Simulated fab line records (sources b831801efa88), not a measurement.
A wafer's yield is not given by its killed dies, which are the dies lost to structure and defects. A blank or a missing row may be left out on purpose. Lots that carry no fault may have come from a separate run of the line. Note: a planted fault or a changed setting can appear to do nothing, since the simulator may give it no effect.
Which tool was responsible? + flow sky130 + 12 lots, 36 wafers sampled, at 5 steps of a route of 708

== WHAT THE GAUGES READ, wafer by wafer ==
SKY_CAP2M_THK_MEAS_01. Usual: for CAP2M_CVD_00_THK the level is 15.37 nm and the standard deviation is 0.19.
| lot  | measured     | on            | CAP2M_CVD_00_THK (nm) | flag |
|------|--------------|---------------|-----------------------|------|
| L722 | day 40 06:17 | film_metro-03 | 15.16 15.47 15.33     |      |
| L723 | day 40 08:52 | film_metro-04 | 15.03 15.55 15.54     |      |
| L724 | day 41 06:58 | film_metro-04 | 15.22 15.27 15.33     |      |
| L726 | day 41 09:28 | film_metro-04 | 15.48 15.73 15.38     |      |
| L727 | day 41 10:46 | film_metro-04 | 15.29 15.23 15.25     |      |
| L730 | day 42 07:55 | film_metro-04 | 15.32 15.29 15.23     |      |
| L733 | day 43 04:49 | film_metro-03 | 15.13 15.21 15.55     |      |
| L737 | day 44 03:08 | film_metro-03 | 15.23 15.27 15.47     |      |
| L739 | day 44 13:38 | film_metro-03 | 15.76 15.75 15.53     |      |
| L742 | day 45 06:40 | film_metro-04 | 12.73 12.92 13.02     | OFF  |
| L744 | day 46 00:02 | film_metro-03 | 12.82 13.03 13.33     | OFF  |
| L745 | day 46 03:55 | film_metro-03 | 15.11 15.63 15.38     |      |

SKY_CAP2M_RS_MEAS_03: the measuring method here is four-point-probe. Usual: for CAP2M_TIN_RS the level is 6.92 ohm/sq and the standard deviation is 0.081.
| lot  | measured     | on            | CAP2M_TIN_RS (ohm/sq) | flag |
|------|--------------|---------------|-----------------------|------|
| L722 | day 40 06:27 | film_metro-02 | 6.85 6.97 6.95        |      |
| L723 | day 40 09:03 | film_metro-03 | 6.98 7.10 6.94        |      |
| L724 | day 41 07:08 | film_metro-02 | 6.87 6.98 6.93        |      |
| L726 | day 41 09:39 | film_metro-03 | 6.99 7.04 6.92        |      |
| L727 | day 41 10:55 | film_metro-02 | 6.87 6.89 6.90        |      |
| L730 | day 42 08:05 | film_metro-04 | 6.85 6.90 6.89        |      |
| L733 | day 43 05:00 | film_metro-04 | 6.94 6.94 6.96        |      |
| L737 | day 44 03:18 | film_metro-02 | 6.89 6.85 6.85        |      |
| L739 | day 44 13:49 | film_metro-04 | 7.00 6.98 7.01        |      |
| L742 | day 45 06:51 | film_metro-02 | 7.05 7.10 7.12        |      |
| L744 | day 46 00:13 | film_metro-02 | 6.92 6.89 6.89        |      |
| L745 | day 46 04:06 | film_metro-03 | 6.98 6.99 6.99        |      |

SKY_METAL4_CD_MEAS_13: the cd target is 300 nm. Usual: cd_nm 299.6 nm, standard deviation 1.4.
| lot  | measured     | on        | cd_nm (nm)        | flag |
|------|--------------|-----------|-------------------|------|
| L722 | day 42 06:23 | cd_sem-02 | 298.2 298.3 299.8 |      |
| L723 | day 42 09:21 | cd_sem-02 | 301.1 302.1 299.3 |      |
| L724 | day 43 06:09 | cd_sem-01 | 298.7 299.7 299.8 |      |
| L726 | day 43 07:55 | cd_sem-02 | 301.8 301.3 300.9 |      |
| L727 | day 43 09:26 | cd_sem-02 | 299.8 298.4 297.7 |      |
| L730 | day 44 05:41 | cd_sem-01 | 298.7 298.8 299.4 |      |
| L733 | day 45 02:12 | cd_sem-01 | 298.9 299.3 297.3 |      |
| L737 | day 45 23:32 | cd_sem-02 | 300.8 301.4 302.2 |      |
| L739 | day 46 08:23 | cd_sem-02 | 298.6 298.8 298.8 |      |
| L742 | day 47 01:12 | cd_sem-01 | 299.3 298.8 298.0 |      |
| L744 | day 47 17:07 | cd_sem-02 | 299.7 300.3 298.8 |      |
| L745 | day 47 21:14 | cd_sem-01 | 299.4 300.7 300.5 |      |

== WHICH TOOL RAN EACH LOT (tool, then ch and the chambers of the sampled wafers, then the start) ==
| lot  | SKY_METAL3_SPUTTER_04        | SKY_CAP2M_CVD_00                |
|------|------------------------------|---------------------------------|
| L722 | pvd_sputter-02, day 36 22:24 | pecvd-02 ch 0,1,2, day 40 06:16 |
| L723 | pvd_sputter-03, day 37 00:39 | pecvd-03 ch 0,1, day 40 08:50   |
| L724 | pvd_sputter-02, day 37 23:37 | pecvd-02 ch 0,2, day 41 06:56   |
| L726 | pvd_sputter-03, day 38 03:38 | pecvd-01 ch 0,1,2, day 41 09:26 |
| L727 | pvd_sputter-03, day 38 04:19 | pecvd-02 ch 0,1, day 41 10:44   |
| L730 | pvd_sputter-02, day 39 03:05 | pecvd-02 ch 0,1,2, day 42 07:54 |
| L733 | pvd_sputter-01, day 40 01:10 | pecvd-01 ch 1,2, day 43 04:47   |
| L737 | pvd_sputter-02, day 41 02:03 | pecvd-03 ch 0,1, day 44 03:06   |
| L739 | pvd_sputter-01, day 41 12:19 | pecvd-01 ch 0,2, day 44 13:35   |
| L742 | pvd_sputter-02, day 42 07:15 | pecvd-03 ch 2, day 45 06:38     |
| L744 | pvd_sputter-03, day 43 02:31 | pecvd-03 ch 0,2, day 46 00:00   |
| L745 | pvd_sputter-01, day 43 06:43 | pecvd-02 ch 1,2, day 46 03:52   |
- SKY_METAL3_SPUTTER_04: material TiN, target thk 70 nm, time 58.3 s.
- SKY_CAP2M_CVD_00: deposits SiO2, target thk 15.5 nm.

== WHAT THE TOOLS THEMSELVES READ (means of the sampled wafers that have a number; where no wafer has one, the mark that the record gives instead) ==
SKY_METAL3_SPUTTER_04. Usual: throttle_valve_pct 30.2 %, standard deviation 1.
| lot  | tool           | throttle_valve_pct (%) | flag |
|------|----------------|------------------------|------|
| L722 | pvd_sputter-02 | 30.5                   |      |
| L723 | pvd_sputter-03 | 30.2                   |      |
| L724 | pvd_sputter-02 | 30.2                   |      |
| L726 | pvd_sputter-03 | 29.9                   |      |
| L727 | pvd_sputter-03 | 30.7                   |      |
| L730 | pvd_sputter-02 | 30.0                   |      |
| L733 | pvd_sputter-01 | 29.6                   |      |
| L737 | pvd_sputter-02 | 30.8                   |      |
| L739 | pvd_sputter-01 | 29.8                   |      |
| L742 | pvd_sputter-02 | 30.0                   |      |
| L744 | pvd_sputter-03 | 29.6                   |      |
| L745 | pvd_sputter-01 | 28.8                   |      |

SKY_CAP2M_CVD_00. Usual: heater_power_w 756 W, standard deviation 78.
| lot  | tool     | heater_power_w (W) | flag |
|------|----------|--------------------|------|
| L722 | pecvd-02 | 763                |      |
| L723 | pecvd-03 | 671                |      |
| L724 | pecvd-02 | 737                |      |
| L726 | pecvd-01 | 767                |      |
| L727 | pecvd-02 | 704                |      |
| L730 | pecvd-02 | 767                |      |
| L733 | pecvd-01 | 750                |      |
| L737 | pecvd-03 | 666                |      |
| L739 | pecvd-01 | 818                |      |
| L742 | pecvd-03 | 732                |      |
| L744 | pecvd-03 | 607                |      |
| L745 | pecvd-02 | 770                |      |

== THE ANSWER, worked out from the rows above alone ==
Rule: a lot counts as off when the mean over its wafers that have a number is more than 3 standard deviations away from the usual mean. A lot without any number at a reading at which 4 lots or more have one is off too. All remaining lots with rows at the step are treated as sound. Order of review: gauges by route order, followed by the tools' own readings, for which a lot's mean as printed above is used. The first step at which some lot is off is used, and at that step the reading that is off furthest; a lot without a number counts as furthest.
Off: at SKY_CAP2M_THK_MEAS_01 (CAP2M_CVD_00_THK), L742, L744.
If a tool, at a process step before that reading, ran all the lots that are off and no sound lot after the first of them, it fits. Gauges at SKY_CAP2M_THK_MEAS_01: tried the same way as those tools. One fits: pecvd-03 at SKY_CAP2M_CVD_00. A fault onset in the window from L737 (day 44 03:06, its last sound lot) to L742 (day 45 06:38, its first lot off) fits.

== WHAT THE SIMULATOR HAD PUT IN ==
Site profile drift: pecvd-03, from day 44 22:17 on, at SKY_CAP2M_CVD_00. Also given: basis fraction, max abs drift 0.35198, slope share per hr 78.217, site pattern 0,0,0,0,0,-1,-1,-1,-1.
Lots struck among those shown: L742, L744. Same finding as the rule above.
